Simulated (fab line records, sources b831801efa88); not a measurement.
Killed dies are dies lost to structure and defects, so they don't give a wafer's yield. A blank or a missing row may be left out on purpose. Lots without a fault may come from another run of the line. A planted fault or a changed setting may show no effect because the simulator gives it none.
Tool commonality check | flow gf180mcu | 12 lots, 36 wafers sampled

WHY IT WAS OPENED
At GF_MVSD_TW_MEAS_11 the reading MVSD_TW is flagged on 2 of 12 lots. Wafers without a fault read 1579, standard deviation 12.
Rule: a lot is flagged when every wafer of it that has a number lies more than 4 standard deviations from that mean, or none has a number. The other lots count as sound.

lot  | measured     | on            | MVSD_TW, wafer by wafer | flag
L913 | day 4 09:50  | film_metro-02 | 1572 1569 1578          |
L917 | day 5 08:46  | film_metro-02 | 1572 1566 1569          |
L918 | day 5 13:47  | film_metro-03 | 1587 1584 1585          |
L921 | day 6 05:35  | film_metro-03 | 1572 1575 1579          |
L920 | day 6 08:10  | film_metro-02 | 1578 1559 1572          |
L922 | day 6 13:52  | film_metro-04 | 1581 1595 1584          |
L923 | day 7 07:52  | film_metro-02 | 1575 1576 1579          |
L924 | day 7 18:07  | film_metro-04 | 1587 1590 1588          |
L926 | day 7 18:43  | film_metro-04 | 1589 1598 1594          |
L931 | day 8 20:01  | film_metro-04 | 1670 1677 1674          | FLAGGED
L932 | day 9 08:31  | film_metro-04 | 1670 1672 1679          | FLAGGED
L936 | day 10 00:41 | film_metro-03 | 1590 1598 1594          |
The numbers of the flagged lots are 1674 on average: +95 against the usual, or +8 standard deviations.

WHICH TOOL RAN EACH LOT
The record holds 2 process steps before the reading, out of a route of 602 steps. In each cell: the tool, then ch and the chambers that the sampled wafers went through, then the start.
lot  | flag    | GF_MVSD_IMPLANT_08              | GF_MVSD_STRIP_10
L913 |         | implanter-04 ch 0, day 4 09:26  | plasma_asher-02 ch 0,1, day 4 09:43
L917 |         | implanter-04 ch 0, day 5 08:22  | plasma_asher-04 ch 0,1, day 5 08:40
L918 |         | implanter-01 ch 0, day 5 13:25  | plasma_asher-03 ch 0,1, day 5 13:41
L921 |         | implanter-01 ch 0, day 6 05:12  | plasma_asher-04 ch 0,1, day 6 05:28
L920 |         | implanter-04 ch 0, day 6 07:47  | plasma_asher-02 ch 0,1, day 6 08:04
L922 |         | implanter-01 ch 0, day 6 13:28  | plasma_asher-04 ch 1, day 6 13:46
L923 |         | implanter-03 ch 0, day 7 07:28  | plasma_asher-02 ch 0,1, day 7 07:46
L924 |         | implanter-04 ch 0, day 7 17:43  | plasma_asher-02 ch 0,1, day 7 18:01
L926 |         | implanter-01 ch 0, day 7 18:19  | plasma_asher-03 ch 0,1, day 7 18:37
L931 | FLAGGED | implanter-04 ch 0, day 8 19:37  | plasma_asher-02 ch 0,1, day 8 19:55
L932 | FLAGGED | implanter-04 ch 0, day 9 08:07  | plasma_asher-03 ch 0,1, day 9 08:25
L936 |         | implanter-01 ch 0, day 10 00:19 | plasma_asher-04 ch 0,1, day 10 00:35
What these steps do:
- GF_MVSD_IMPLANT_08
- GF_MVSD_STRIP_10: strips in O2/N2.
- GF_MVSD_TW_MEAS_11

FLAGGED OVER TOTAL, TOOL BY TOOL (the gauges that took the reading come last)
step               | tool            | lots run | flagged | share of the flagged lots | sound lots run after its first flagged lot
GF_MVSD_IMPLANT_08 | implanter-01    | 5        | 0       | none                      | -
GF_MVSD_IMPLANT_08 | implanter-03    | 1        | 0       | none                      | -
GF_MVSD_IMPLANT_08 | implanter-04    | 6        | 2       | all                       | 0
GF_MVSD_STRIP_10   | plasma_asher-02 | 5        | 1       | some                      | 0
GF_MVSD_STRIP_10   | plasma_asher-03 | 3        | 1       | some                      | 0
GF_MVSD_STRIP_10   | plasma_asher-04 | 4        | 0       | none                      | -
GF_MVSD_TW_MEAS_11 | film_metro-02   | 4        | 0       | none                      | -
GF_MVSD_TW_MEAS_11 | film_metro-03   | 3        | 0       | none                      | -
GF_MVSD_TW_MEAS_11 | film_metro-04   | 5        | 2       | all                       | 0

WHAT THE TABLE ALLOWS
2 rows of the table ran every flagged lot: implanter-04 at GF_MVSD_IMPLANT_08, film_metro-04 at GF_MVSD_TW_MEAS_11.
- implanter-04 at GF_MVSD_IMPLANT_08: 2 of its 6 lots flagged. Its last sound lot is L924 (day 7 17:43), its first flagged lot L931 (day 8 19:37): a fault that began between those two fits. Its own readings lie more than 4 standard deviations out on every wafer of the flagged lots: dose_ions_cm2, faraday_current_uA.
- film_metro-04 at GF_MVSD_TW_MEAS_11: 2 of its 5 lots flagged. Its last sound lot is L926 (day 7 18:43), its first flagged lot L931 (day 8 20:01): a fault that began between those two fits.
Counting lots can't tell these 2 tools apart, because each fits a fault that began at some hour. More lots, or a look at what each step does to the wafer, might.

WHAT THE SIMULATOR HAD PUT IN
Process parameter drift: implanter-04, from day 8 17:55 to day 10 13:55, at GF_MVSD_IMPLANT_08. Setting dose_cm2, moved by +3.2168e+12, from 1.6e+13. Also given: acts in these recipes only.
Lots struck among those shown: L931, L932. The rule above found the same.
